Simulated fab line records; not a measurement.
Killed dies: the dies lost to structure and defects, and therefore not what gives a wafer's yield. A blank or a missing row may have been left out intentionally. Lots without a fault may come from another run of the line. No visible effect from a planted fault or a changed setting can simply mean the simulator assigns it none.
Which of the tools did it?    flow sky130    17 wafers from 6 lots sampled at 2 of the route's 708 steps

WHAT THE GAUGES READ, wafer by wafer
SKY_CAP2M_THK_MEAS_04: measures by xrf.
lot   measured      on            CAP2M_TIN_THK (nm)
L792  day 39 22:16  filmMetro-03  200.3 201.2 200.2
L796  day 41 02:34  filmMetro-01  198.6 201.3 202.2
L801  day 42 13:44  filmMetro-02  199.7 200.3
L805  day 43 16:42  filmMetro-03  202.1 203.0 199.0
L807  day 44 07:46  filmMetro-01  197.7 199.5 199.6
L814  day 45 16:34  filmMetro-01  200.9 201.2 201.5

EACH LOT AND THE TOOL THAT RAN IT (in order: tool; ch and the chambers of the sampled wafers; start)
lot   SKY_VIA3_SPUTTER_20
L792  pvdSputter-01, day 39 21:07
L796  pvdSputter-01, day 41 01:26
L801  pvdSputter-02, day 42 12:36
L805  pvdSputter-02, day 43 15:08
L807  pvdSputter-02, day 44 06:36
L814  pvdSputter-01, day 45 15:27
- SKY_VIA3_SPUTTER_20: material TiN, target thk 20 nm, time 80 s.

THE ANSWER, worked out from the rows above alone
Rule: the usual values come from the lots themselves. Put in order of their means at a reading, lots are off if they are a third of the lots or fewer, leave a main group of 4 or more, and stand apart from it by a gap of 3 or more times the standard deviation of the main group's means; of several such gaps the widest counts. A main group is skipped when, at the precision printed for the reading in the tables above, its means are all equal. Also off: a lot with no number at a reading for which 4 or more lots have one. Any other lot the step has rows for is counted as sound.
Nothing can be told from this: no lot is off at any reading shown.

WHAT THE SIMULATOR HAD INSERTED
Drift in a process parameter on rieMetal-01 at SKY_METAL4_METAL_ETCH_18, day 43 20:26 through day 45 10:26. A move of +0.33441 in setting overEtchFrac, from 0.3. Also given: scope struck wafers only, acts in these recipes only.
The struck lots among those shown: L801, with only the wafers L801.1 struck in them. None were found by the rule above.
